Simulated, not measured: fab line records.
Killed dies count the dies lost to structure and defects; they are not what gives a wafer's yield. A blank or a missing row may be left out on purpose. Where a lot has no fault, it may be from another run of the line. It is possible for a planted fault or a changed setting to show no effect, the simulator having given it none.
A struck lot beside a sound one | flow sky130 | 14 out of 708 route steps
Sound: these wafers, L631.1, L631.5, L631.6. Struck: wafers L624.2, L624.5, L624.6. The cause is given at the end.
Per side, at each step with rows, come the tool, then ch with its chambers, and then its first start. Under that, the readings that differ: sound wafers | struck wafers | difference of the means | sigmas: that difference in standard deviations of wafers without a fault.
alike: readings with means less than 2 such deviations apart, plus words and numbers identical on both sides. not compared: withheld readings, readings lacking a value on some wafer, bounds such as >300 that could conceal the same value, and numbers that have no deviation in the record and whose values overlap.
The two part at a step that has a row with sigmas, a row that says differs or no value, or rows on one side only. Non-overlapping numbers with no deviation appear without sigmas and do not part them. Lack of a reading on every wafer of one side parts them only where that side has two or more wafers.

first, 3 steps without rows for these wafers: SKY_METAL2_CLEAN_22 (cleans in IPA, time 180 s); SKY_METAL2_CLEAN_23 (cleans in O3/DIW); SKY_VIA2_HDPCVD_00 (deposits SiO2, target thk 1180 nm, time 196.7 s).
SKY_VIA2_THK_MEAS_01:
  struck on filmMetro-03, day 39 18:05; sound on filmMetro-03, day 41 18:32
  alike: VIA2_HDPCVD_THK
SKY_VIA2_CMP_02: polishes SiO2.
  sound on cmp-02 ch 0,1,3, day 41 18:41; struck on cmp-02 ch 1,2,3, day 39 18:14
  alike: motorCurrentA
SKY_VIA2_BOW_MEAS_03:
  struck on filmMetro-04, day 39 18:28; sound on filmMetro-03, day 41 18:53
  alike: VIA2_BOW
then, 6 steps without rows for these wafers: SKY_VIA2_DEHYDRATE_04 (time 60 s); SKY_VIA2_HMDS_05 (prime time 60 s); SKY_VIA2_COAT_06 (resist thk 60 nm); SKY_VIA2_COAT_07 (resist thk 450 nm); SKY_VIA2_SOFTBAKE_08 (time 90 s); SKY_VIA2_EXPOSE_09 (exposes mask VIM2, target cd 200 nm).
SKY_VIA2_PEB_10:
  sound on lithoTrack-02 ch 0, day 42 17:00; struck on lithoTrack-01, day 40 18:00
reading        | sound          | struck | difference                    | sigmas
exhaustPa (Pa) | 44.7 45.1 45.3 | - - -  | no value on the struck wafers | 
  not compared: chillPlateTempC
then, 1 step without rows for these wafers: SKY_VIA2_DEVELOP_11 (develop time 60 s).

== WHERE THEY PART ==
Within this record, at SKY_VIA2_PEB_10 only.

WHY: what the simulator had put in
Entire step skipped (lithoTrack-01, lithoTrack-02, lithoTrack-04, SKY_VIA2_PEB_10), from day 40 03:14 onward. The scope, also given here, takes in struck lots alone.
